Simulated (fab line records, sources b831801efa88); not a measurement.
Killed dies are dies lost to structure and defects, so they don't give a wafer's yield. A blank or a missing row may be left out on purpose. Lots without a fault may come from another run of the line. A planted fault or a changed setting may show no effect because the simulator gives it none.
fab line records | flow sky130 | part 1 of 2: steps 1 to 43 of 44
record lots=6 wafers=18 last_day=52
route steps=708 shown VIA3@588 METAL4@598 CAP2M@603 PAD_OPEN@708
lots that met no fault: from a run of the same line without faults
start_h: hours from the record's first day to the start of the lot's first wafer shown | wait_h: hours since the lot's step before | " the same as in the row above | L1.1+2: a row that stands for several wafers | - no value, or no start given | * or withheld: withheld | < > ~ a bound
route shown NAME@n: a module of which the file shows steps, and the number in the route of the first | usual: mean/standard deviation of fault-free wafers | same: alike in all rows | chamber/n: place in a boat | sites: the reading at each site | _std_site: their standard deviation | _edge_site: outer sites' mean less inner sites' | radius_mm: how far each site lies from the wafer's centre | mask NAME#n: copy n | behind: the tool/chamber that last shaped the wafer | hold: why the lot was held/for how many hours/how that ended | device: the transistor (n, p or np) that didn't switch | end of line: the same wafers' tests at the end of the route | a step without rows: its recipe alone | killed: dies lost to structure and defects at the first sort, not the wafer's yield | map: a wafer's dies, x killed, . not, _ none there
set.NAME: the setting as run; set.NAME@STEP: as run at that earlier step | model.NAME: the simulator's own value behind a step, which no gauge read
lots at some steps of the route; a table a step, a row a wafer
services: from which hour (start_h, from the record's first day; less than 0 if before it) a tool's chamber was out of use, for how many hours, and why
## steps
# step SKY_VIA3_ETCH_15
# recipe target=SiO2 chemistry=C4F8/O2/Ar target_depth_nm=507 stop_on=TiN mask_material=KrF-thick source_w=1500 bias_w=1200 pressure_mtorr=40 c4f8_flow_sccm=withheld O2_flow_sccm=6 Ar_flow_sccm=300 time_s=78
# step SKY_VIA3_STRIP_16
# recipe chemistry=O2/N2 power_w=1400 pressure_mtorr=1500 platen_temp_c=withheld o2_flow_sccm=3000 n2_flow_sccm=300 overash_fraction=0.5
# step SKY_VIA3_STRIP_17
# recipe chemistry=post_etch_residue_remover time_s=1200 temp_c=72.5
# step SKY_VIA3_CLEAN_18
# recipe chemistry=IPA time_s=180 temp_c=25
# step SKY_VIA3_CLEAN_19
# recipe chemistry=O3/DIW dry=n2_spin
# step SKY_VIA3_SPUTTER_20
# recipe material=TiN target_thk_nm=20 chamber_pressure_pa=5 power_w=4000 time_s=80
# step SKY_VIA3_CVD_21
# recipe material=W target_thk_nm=390 time_s=117.31 temp_c=400 pressure_torr=40
# usual heater_power_w=845/95 susceptor_temp_C=400.03/0.22
# columns lot.wafer tool chamber start_h wait_h heater_power_w susceptor_temp_C
L539.2 cvd_w-01 0 969.76 0.0 954 399.71
L539.4 " 0 " " 963 399.67
L539.6 " 1 " " 752 400.29
L542.1 cvd_w-01 1 987.79 0.0 742 399.90
L542.4 " 1 " " 740 399.81
L542.5 " 0 " " 997 400.64
L544.4 cvd_w-01 1 991.42 0.1 714 400.31
L544.5 " 1 " " 742 400.57
L544.6 " 0 " " 1007 399.85
L560.1 cvd_w-02 1 1126.68 0.0 902 400.10
L560.2 " 0 " " 773 400.38
L560.3 " 0 " " 791 400.18
L561.3 cvd_w-02 0 1129.23 0.1 771 399.81
L561.5 " 0 " " 770 399.77
L561.6 " 1 " " 905 399.57
L558.2 cvd_w-01 0 1129.61 0.0 984 400.05
L558.4 " 1 " " 733 400.12
L558.6 " 0 " " 1006 399.80
# step SKY_VIA3_RS_MEAS_22
# recipe thk_meas_gauge=four-point-probe reads=W_of_VIA3_CVD_21+TiN_of_VIA3_SPUTTER_20
# usual VIA3_W_RS=0.296/0.0031
# columns lot.wafer tool chamber start_h wait_h VIA3_W_RS[ohm/sq]
L539.2 film_metro-03 - 969.90 0.1 0.293
L539.4 " - " " 0.295
L539.6 " - " " 0.299
L542.1 film_metro-04 - 987.91 0.1 0.293
L542.4 " - " " 0.296
L542.5 " - " " 0.288
L544.4 film_metro-03 - 991.56 0.1 0.296
L544.5 " - " " 0.296
L544.6 " - " " 0.297
L560.1 film_metro-03 - 1126.80 0.1 0.299
L560.2 " - " " 0.295
L560.3 " - " " 0.296
L561.3 film_metro-04 - 1129.35 0.1 0.298
L561.5 " - " " 0.291
L561.6 " - " " 0.297
L558.2 film_metro-04 - 1129.82 0.2 0.288
L558.4 " - " " 0.291
L558.6 " - " " 0.290
# step SKY_VIA3_THK_MEAS_23
# recipe thk_meas_gauge=xrf reads=W_of_VIA3_CVD_21
# usual VIA3_W_THK=378/5
# columns lot.wafer tool chamber start_h wait_h VIA3_W_THK[nm]
L539.2 film_metro-03 - 970.01 0.1 385
L539.4 " - " " 383
L539.6 " - " " 376
L542.1 film_metro-04 - 988.03 0.1 379
L542.4 " - " " 379
L542.5 " - " " 384
L544.4 film_metro-03 - 991.65 0.1 377
L544.5 " - " " 374
L544.6 " - " " 378
L560.1 film_metro-03 - 1126.92 0.1 380
L560.2 " - " " 385
L560.3 " - " " 382
L561.3 film_metro-04 - 1129.45 0.1 377
L561.5 " - " " 382
L561.6 " - " " 377
L558.2 film_metro-04 - 1129.93 0.1 387
L558.4 " - " " 383
L558.6 " - " " 386
# step SKY_VIA3_CMP_24
# recipe stop_on=SiO2 t_overpolish_s=20 down_force_psi=3.5 platen_rpm=60 target_thk_nm=0 pad_velocity_m_s=0.94248
# usual motor_current_A=11.4/0.93 overpolish_run_s=20.000/0.0095 platen_rpm=60.00/0.037 retaining_ring_pressure_frac=1.001/0.0053 time_to_endpoint_s=95/6.4
# columns lot.wafer tool chamber start_h wait_h motor_current_A overpolish_run_s platen_rpm retaining_ring_pressure_frac time_to_endpoint_s
L539.4 cmp-02 2 970.06 0.0 12.1 19.993 60.02 1.011 92
L539.2 " 0 " " 10.1 19.997 60.00 1.006 95
L539.6 " 3 " " 11.6 20.005 59.98 0.999 89
L542.4 cmp-02 3 988.09 0.0 11.4 19.996 59.98 0.995 94
L542.1 " 1 " " 11.5 20.015 60.04 0.998 106
L542.5 " 3 " " 11.7 19.992 59.99 0.995 95
L544.4 cmp-01 3 991.78 0.1 10.8 19.994 59.95 0.997 94
L544.5 " 1 " " 9.8 20.002 59.99 1.007 88
L544.6 " 2 " " 12.5 20.018 60.02 0.994 103
L560.3 cmp-01 2 1127.08 0.1 12.3 19.991 59.98 0.997 103
L560.1 " 0 " " 12.3 20.011 60.00 1.003 99
L560.2 " 1 " " 10.5 20.002 60.00 1.008 93
L561.3 cmp-01 3 1129.68 0.2 10.7 20.000 60.00 0.999 96
L561.5 " 1 " " 10.1 20.006 60.05 0.991 97
L561.6 " 2 " " 12.9 20.007 59.94 0.998 106
L558.2 cmp-02 2 1130.03 0.1 12.8 19.999 59.97 0.994 93
L558.4 " 0 " " 10.2 20.016 60.01 0.998 96
L558.6 " 1 " " 11.7 20.011 59.95 1.011 104
# step SKY_METAL4_SPUTTER_00
# recipe material=Ti target_thk_nm=15 power_w=3000 time_s=10 chamber_pressure_pa=0.4
# usual throttle_valve_pct=29.8/1.2
# columns lot.wafer tool chamber start_h wait_h throttle_valve_pct
L539.2 pvd_sputter-03 - 970.36 0.1 28.1
L539.4 " - " " 30.4
L539.6 " - " " 28.2
L542.1 pvd_sputter-03 - 988.39 0.1 30.2
L542.4 " - " " 28.0
L542.5 " - " " 28.1
L544.4 pvd_sputter-03 - 991.98 0.1 30.3
L544.5 " - " " 30.2
L544.6 " - " " 30.2
L560.1 pvd_sputter-04 - 1127.38 0.1 33.0
L560.2 " - " " 29.7
L560.3 " - " " 29.1
L561.3 pvd_sputter-01 - 1129.88 0.1 29.2
L561.5 " - " " 29.0
L561.6 " - " " 29.9
L558.2 pvd_sputter-04 - 1130.28 0.2 29.2
L558.4 " - " " 29.7
L558.6 " - " " 33.0
# step SKY_METAL4_SPUTTER_01
# recipe material=TiN target_thk_nm=20 power_w=6500 time_s=16.7 chamber_pressure_pa=0.4
# step SKY_METAL4_SPUTTER_02
# recipe material=AlCu target_thk_nm=735 power_w=10600 time_s=39.1 chamber_pressure_pa=0.4
# usual throttle_valve_pct=29.8/1.2
# columns lot.wafer tool chamber start_h wait_h throttle_valve_pct model.AlCu_of_METAL4_SPUTTER_02.thk_nm
L539.2 pvd_sputter-03 - 970.41 0.0 28.2 742.1
L539.4 " - " " 30.1 742.5
L539.6 " - " " 28.2 740.5
L542.1 pvd_sputter-03 - 988.44 0.0 30.3 727.2
L542.4 " - " " 27.9 720.6
L542.5 " - " " 28.2 858
L544.4 pvd_sputter-03 - 992.03 0.0 30.2 725.8
L544.5 " - " " 30.3 864.7
L544.6 " - " " 30.6 737.7
L560.1 pvd_sputter-04 - 1127.43 0.0 32.8 740.6
L560.2 " - " " 29.7 744.3
L560.3 " - " " 29.3 728
L561.3 pvd_sputter-01 - 1129.92 0.0 29.0 749.6
L561.5 " - " " 29.0 752.8
L561.6 " - " " 29.5 741.3
L558.2 pvd_sputter-04 - 1130.33 0.0 29.0 730.5
L558.4 " - " " 29.3 743.8
L558.6 " - " " 32.6 744.7
# step SKY_METAL4_SPUTTER_03
# recipe material=Ti target_thk_nm=5 power_w=3000 time_s=3.3 chamber_pressure_pa=0.4
# step SKY_METAL4_SPUTTER_04
# recipe material=TiN target_thk_nm=70 power_w=6500 time_s=58.3 chamber_pressure_pa=0.4
# step SKY_CAP2M_CVD_00
# recipe material=SiO2 target_thk_nm=15.5 temp_c=400 time_s=withheld rf_w=450
# step SKY_CAP2M_THK_MEAS_01
# recipe reads=SiO2_of_CAP2M_CVD_00
# usual CAP2M_CVD_00_THK=15.40/0.24
# columns lot.wafer tool chamber start_h wait_h CAP2M_CVD_00_THK[nm]
L539.2 film_metro-03 - 970.55 - 15.24
L539.4 " - " " 15.56
L539.6 " - " " 15.36
L542.1 film_metro-03 - 988.56 - 15.29
L542.4 " - " " 15.24
L542.5 " - " " 15.58
L544.4 film_metro-03 - 992.19 - 15.60
L544.5 " - " " 15.69
L544.6 " - " " 15.32
L560.1 film_metro-04 - 1127.55 - 15.10
L560.2 " - " " 15.19
L560.3 " - " " 15.52
L561.3 film_metro-03 - 1130.07 - 14.85
L561.5 " - " " 15.49
L561.6 " - " " 15.38
L558.2 film_metro-04 - 1130.47 - 15.11
L558.4 " - " " 15.87
L558.6 " - " " 15.51
# step SKY_CAP2M_SPUTTER_02
# recipe material=TiN target_thk_nm=200 temp_c=300 power_w=6500 time_s=166.7 chamber_pressure_pa=0.4
# step SKY_CAP2M_RS_MEAS_03
# recipe thk_meas_gauge=four-point-probe reads=TiN_of_CAP2M_SPUTTER_02
# usual CAP2M_TIN_RS=6.90/0.096
# columns lot.wafer tool chamber start_h wait_h CAP2M_TIN_RS[ohm/sq]
L539.2 film_metro-04 - 970.83 0.1 7.05
L539.4 " - " " 7.00
L539.6 " - " " 7.03
L542.1 film_metro-01 - 988.73 0.1 7.00
L542.4 " - " " 7.05
L542.5 " - " " 6.99
L544.4 film_metro-01 - 992.39 0.1 6.88
L544.5 " - " " 6.83
L544.6 " - " " 6.71
L560.1 film_metro-01 - 1127.72 0.1 6.91
L560.2 " - " " 6.85
L560.3 " - " " 6.91
L561.3 film_metro-01 - 1130.26 0.1 6.89
L561.5 " - " " 6.84
L561.6 " - " " 6.88
L558.2 film_metro-01 - 1130.65 0.1 6.95
L558.4 " - " " 6.91
L558.6 " - " " 6.93
# step SKY_CAP2M_THK_MEAS_04
# recipe thk_meas_gauge=xrf reads=TiN_of_CAP2M_SPUTTER_02
# usual CAP2M_TIN_THK=198.8/2.8
# columns lot.wafer tool chamber start_h wait_h CAP2M_TIN_THK[nm]
L539.2 film_metro-04 - 970.94 0.1 194.1
L539.4 " - " " 195.9
L539.6 " - " " 194.6
L542.1 film_metro-01 - 988.85 0.1 195.1
L542.4 " - " " 193.9
L542.5 " - " " 196.0
L544.4 film_metro-01 - 992.48 0.1 199.2
L544.5 " - " " 200.2
L544.6 " - " " 203.5
L560.1 film_metro-01 - 1127.84 0.1 199.0
L560.2 " - " " 200.3
L560.3 " - " " 198.9
L561.3 film_metro-01 - 1130.36 0.1 200.0
L561.5 " - " " 201.7
L561.6 " - " " 199.1
L558.2 film_metro-01 - 1130.76 0.1 198.4
L558.4 " - " " 199.6
L558.6 " - " " 198.3
# step SKY_CAP2M_DEHYDRATE_05
# recipe temp_c=200 time_s=60
# step SKY_CAP2M_HMDS_06
# recipe prime_time_s=60 prime_temp_c=120
# step SKY_CAP2M_COAT_07
# recipe resist=NOVOLAK spin_rpm=3000 resist_thk_nm=1140
# step SKY_CAP2M_SOFTBAKE_08
# recipe temp_c=90 time_s=60 resist=NOVOLAK
# step SKY_CAP2M_EXPOSE_09
# recipe mask_id=CAP2M na=0.6 source_shape=conventional sigma_outer=0.6 polarization=unpolarized target_cd_nm=1000 dose_mj=159
# step SKY_CAP2M_PEB_10
# recipe temp_c=withheld time_s=* resist=NOVOLAK
# step SKY_CAP2M_DEVELOP_11
# recipe resist=NOVOLAK developer=TMAH develop_time_s=60 dev_temp_c=23
# step SKY_CAP2M_OVL_MEAS_12
# usual CAP2M_OVL=-1.1/1.5
# columns lot.wafer tool chamber start_h wait_h CAP2M_OVL[nm]
L539.2 overlay-01 - 996.35 0.1 -0.4
L539.4 " - " " 0.8
L539.6 " - " " 0.0
L542.1 overlay-02 - 1013.95 0.1 -0.3
L542.4 " - " " -0.9
L542.5 " - " " 0.7
L544.4 overlay-01 - 1016.71 0.1 -2.5
L544.5 " - " " -1.6
L544.6 " - " " -2.4
L560.1 overlay-01 - 1147.35 0.1 -1.8
L560.2 " - " " -3.1
L560.3 " - " " -3.2
L561.3 overlay-02 - 1149.06 0.1 0.6
L561.5 " - " " -2.2
L561.6 " - " " 0.7
L558.2 overlay-01 - 1150.00 0.1 -0.7
L558.4 " - " " 1.4
L558.6 " - " " -1.1
# step SKY_CAP2M_METAL_ETCH_13
# recipe target_depth_nm=220 stop_on=SiO2 chemistry=Cl2/BCl3 target=TiN pressure_mtorr=10 icp_w=900 bias_w=48.5 Cl2_flow_sccm=60 bcl3_flow_sccm=30 time_s=62.9
# usual drypump_motor_current_A=5.6/0.31 mfc_cl2_sccm=59.98/0.18 oes_product_au=0.941/0.0086 throttle_valve_pct=21.900/0.01
# columns lot.wafer tool chamber start_h wait_h drypump_motor_current_A mfc_cl2_sccm oes_product_au rf_hours_counter_h throttle_valve_pct
L539.2 rie_metal-02 1 996.38 0.0 5.5 60.08 0.934 19 21.908
L539.4 " 1 " " 5.5 59.99 0.932 - 21.896
L539.6 " 1 " " 5.5 59.77 0.932 - 21.900
L542.1 rie_metal-04 0 1013.98 0.0 5.9 60.00 0.937 14 21.914
L542.4 " 1 " " 5.8 60.13 0.938 - 21.909
L542.5 " 1 " " 5.7 60.02 0.938 - 21.914
L544.4 rie_metal-04 1 1016.76 0.0 5.7 60.29 0.941 - 21.892
L544.5 " 1 " " 5.8 60.19 0.950 - 21.890
L544.6 " 0 " " 5.9 60.25 0.957 - 21.892
L560.1 rie_metal-02 0 1147.38 0.0 5.9 59.79 0.944 24 21.884
L560.2 " 1 " " 5.5 59.68 0.935 6 21.896
L560.3 " 1 " " 5.5 59.87 0.937 - 21.898
L561.3 rie_metal-04 1 1149.11 0.0 5.7 59.93 0.936 - 21.897
L561.5 " 1 " " 5.7 59.75 0.950 - 21.886
L561.6 " 0 " " 5.9 59.91 0.942 - 21.885
L558.2 rie_metal-01 1 1150.03 0.0 5.2 59.55 0.939 25 21.891
L558.4 " 0 " " 5.1 59.91 0.939 - 21.893
L558.6 " 0 " " 5.1 59.93 0.938 - 21.891
# step SKY_CAP2M_STRIP_14
# recipe chemistry=O2/N2 power_w=1400 pressure_mtorr=1500 platen_temp_c=withheld o2_flow_sccm=3000 n2_flow_sccm=300 overash_fraction=0.5
# usual drypump_motor_current_A=5.81/0.05 oes_product_au=0.709/0.0042 strip_time_to_endpoint_s=12.66/0.057
# columns lot.wafer tool chamber start_h wait_h drypump_motor_current_A oes_product_au rf_hours_counter_h strip_time_to_endpoint_s
L539.2 plasma_asher-01 0 996.46 0.1 5.90 0.708 57 12.68
L539.4 " 0 " " 5.91 0.702 - 12.68
L539.6 " 0 " " 5.93 0.712 - 12.62
L542.1 plasma_asher-04 0 1014.06 0.1 5.79 0.718 89 12.68
L542.4 " 0 " " 5.83 0.704 - 12.60
L542.5 " 0 " " 5.80 0.707 - 12.59
L544.4 plasma_asher-04 1 1016.84 0.1 5.81 0.707 - 12.60
L544.5 " 1 " " 5.83 0.702 - 12.62
L544.6 " 0 " " 5.81 0.710 - 12.72
L560.1 plasma_asher-01 1 1147.46 0.1 5.77 0.710 72 12.57
L560.2 " 0 " " 5.91 0.715 72 12.59
L560.3 " 0 " " 5.94 0.717 - 12.65
L561.3 plasma_asher-04 0 1149.20 0.1 5.81 0.704 - 12.70
L561.5 " 0 " " 5.81 0.710 - 12.71
L561.6 " 1 " " 5.77 0.709 - 12.81
L558.2 plasma_asher-04 1 1150.11 0.1 5.80 0.708 106 12.63
L558.4 " 1 " " 5.78 0.708 - 12.67
L558.6 " 1 " " 5.80 0.707 - 12.68
# step SKY_CAP2M_STRIP_15
# recipe chemistry=post_etch_residue_remover time_s=1200 temp_c=72.5
# step SKY_CAP2M_CLEAN_16
# recipe chemistry=IPA time_s=180 temp_c=25
# step SKY_CAP2M_CLEAN_17
# recipe chemistry=O3/DIW dry=n2_spin
# step SKY_METAL4_DEHYDRATE_05
# recipe temp_c=200 time_s=60
# step SKY_METAL4_HMDS_06
# recipe prime_time_s=60 prime_temp_c=120
# step SKY_METAL4_COAT_07
# recipe resist=BARC temp_c=withheld time_s=withheld spin_rpm=3000 resist_thk_nm=60
# step SKY_METAL4_COAT_08
# recipe resist=KrF-thick spin_rpm=3000 resist_thk_nm=1140
# step SKY_METAL4_SOFTBAKE_09
# recipe temp_c=100 time_s=90 resist=KrF-thick
# step SKY_METAL4_EXPOSE_10
# recipe mask_id=MM4 na=0.68 source_shape=annular sigma_inner=0.4 sigma_outer=0.8 target_cd_nm=300 dose_mj=28
# step SKY_METAL4_PEB_11
# recipe peb_temp_c=withheld peb_time_s=withheld resist=KrF-thick
# step SKY_METAL4_DEVELOP_12
# recipe develop_time_s=60 resist=KrF-thick dev_temp_c=21
# step SKY_METAL4_CD_MEAS_13
# recipe target_cd_nm=300
# usual cd_nm=300.0/1.4
# columns lot.wafer tool chamber start_h wait_h cd_nm
L539.2 cd_sem-02 - 1021.79 - 300.0
L539.4 " - " " 301.6
L539.6 " - " " 302.5
L542.1 cd_sem-01 - 1039.25 - 299.6
L542.4 " - " " 299.4
L542.5 " - " " 298.7
L544.4 cd_sem-02 - 1042.48 - 303.0
L544.5 " - " " 303.8
L544.6 " - " " 302.3
L560.1 cd_sem-02 - 1165.80 - 297.3
L560.2 " - " " 298.7
L560.3 " - " " 298.6
L561.3 cd_sem-01 - 1168.16 - 301.8
L561.5 " - " " 299.8
L561.6 " - " " 301.4
L558.2 cd_sem-01 - 1169.12 - 298.5
L558.4 " - " " 297.2
L558.6 " - " " 298.1
# step SKY_METAL4_METAL_ETCH_18
# recipe target_depth_a=8450 stop_on=SiO2 over_etch_frac=0.3 time_s=183.1 chemistry=Cl2/BCl3 resist_sidewall_deg=88 pressure_mtorr=10 icp_w=900 bias_w=48.5 Cl2_flow_sccm=60 bcl3_flow_sccm=30
# usual drypump_motor_current_A=5.5/0.34 mfc_cl2_sccm=60.00/0.19 oes_product_au=0.866/0.007 throttle_valve_pct=22.264/0.0088
# columns lot.wafer tool chamber start_h wait_h drypump_motor_current_A mfc_cl2_sccm oes_product_au rf_hours_counter_h throttle_valve_pct
L539.2 rie_metal-04 0 1022.20 0.0 5.9 60.08 0.871 15 22.259
L539.4 " 1 " " 5.7 59.99 0.868 - 22.258
L539.6 " 1 " " 5.7 60.03 0.871 - 22.261
L542.1 rie_metal-02 0 1039.55 0.0 5.9 59.99 0.855 18 22.263
L542.4 " 0 " " 5.9 60.00 0.858 - 22.257
L542.5 " 0 " " 5.9 60.19 0.929 - 22.273
L544.4 rie_metal-03 1 1042.78 0.1 5.0 59.67 0.850 - 22.252
L544.5 " 0 " " 5.7 59.89 0.940 - 22.269
L544.6 " 1 " " 5.0 59.89 0.866 - 22.258
L560.1 rie_metal-04 0 1166.23 0.0 5.9 60.17 0.868 24 22.286
L560.2 " 1 " " 5.7 60.21 0.859 15 22.265
L560.3 " 1 " " 5.7 59.84 0.854 - 22.264
L561.3 rie_metal-02 1 1168.54 0.1 5.5 60.20 0.873 - 22.263
L561.5 " 1 " " 5.5 60.18 0.873 - 22.262
L561.6 " 1 " " 5.5 59.60 0.876 - 22.269
L558.2 rie_metal-02 1 1169.46 0.1 5.5 59.92 0.872 - 22.268
L558.4 " 1 " " 5.5 59.64 0.867 - 22.253
L558.6 " 1 " " 5.5 59.86 0.867 - 22.250
## key
first_sign step=SKY_METAL4_METAL_ETCH_18 reading=oes_product_au direction=up sigmas=9.8 usual=0.866 struck=0.935
effect none on later readings
model_effect step=SKY_METAL4_SPUTTER_02 value=AlCu_of_METAL4_SPUTTER_02.thk_nm without=728.2 struck=861.3
model_effect step=SKY_PAD_OPEN_PROBE_99 value=etest.met4.line_ohm_um without=0.1425 struck=0.1203
met_at SKY_METAL4_SPUTTER_02
struck_wafers L542.5,L544.5
onset_between 970.41 988.44
fault kind=process_parameter_drift tool=pvd_sputter-03 chamber=- onset_h=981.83 steps=SKY_METAL4_SPUTTER_02 channel=time_s offset=* shape=step end_h=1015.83 scope=struck_wafers_only acts_in=* stated=*
